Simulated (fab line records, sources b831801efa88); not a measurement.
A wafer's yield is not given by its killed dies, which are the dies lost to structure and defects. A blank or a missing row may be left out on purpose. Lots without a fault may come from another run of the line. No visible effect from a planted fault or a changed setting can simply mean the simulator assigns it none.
Chamber matching ; flow sky130 ; SKY_VIA1_CMP_02 on cmp-01 has 4 sister chambers
The step polishes SiO2. 8 wafers are shown with their chamber, then 9 later ones without.

== WAFERS PAIRED WITH THEIR CHAMBERS ==
wafer;chamber;motor_current_A (A);edge_zone_pressure_frac
L764.4;1;13.2;1.005
L764.6;1;14.1;1.001
L768.1;2;12.8;0.992
L769.2;2;13.7;0.995
L770.6;3;13.9;0.999
L771.2;3;12.7;1.006
L771.3;0;12.8;0.998
L771.5;0;12.0;0.998

== WAFERS WITHOUT THEIR CHAMBER ==
wafer;motor_current_A (A);edge_zone_pressure_frac
L774.1;13.5;1.004
L774.3;13.7;0.995
L774.4;13.1;1.005
L779.1;13.6;1.002
L779.5;12.8;0.997
L779.6;12.8;0.997
L781.1;12.6;0.991
L781.3;13.5;0.999
L781.6;12.1;1.000

== THE CHAMBER EACH PASSED THROUGH ==
wafer;from the rows above;in truth
L774.1;can't be placed: 1 or 3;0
L774.3;can't be placed: 2 or 0 or 3 or 1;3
L774.4;can't be placed: 3 or 1 or 0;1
L779.1;can't be placed: 1 or 3 or 0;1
L779.5;can't be placed: 0 or 2 or 3 or 1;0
L779.6;can't be placed: 0 or 2 or 3 or 1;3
L781.1;can't be placed: 2 or 0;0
L781.3;can't be placed: 3 or 1 or 0 or 2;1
L781.6;can't be placed: 0 or 3 or 1 or 2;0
Placed correctly: 0 of 9. These rows do not allow placing 9 (true chamber among the candidates in 8). Placed wrongly: 0.
How it was worked out, from the rows above alone: a wafer's distance from a chamber is the root of the sum, over the readings, of the square of ((its reading less the chamber's mean) divided by the reading's scatter). If the next closest chamber is less than 2 further off than the closest, the wafer can't be placed; otherwise it belongs to the closest. For every chamber, the mean is computed from those of its wafers that are shown. The scatter: the root of (the sum of the squares of (reading less its chamber's mean) over the shown wafers, divided by (wafers less chambers)).
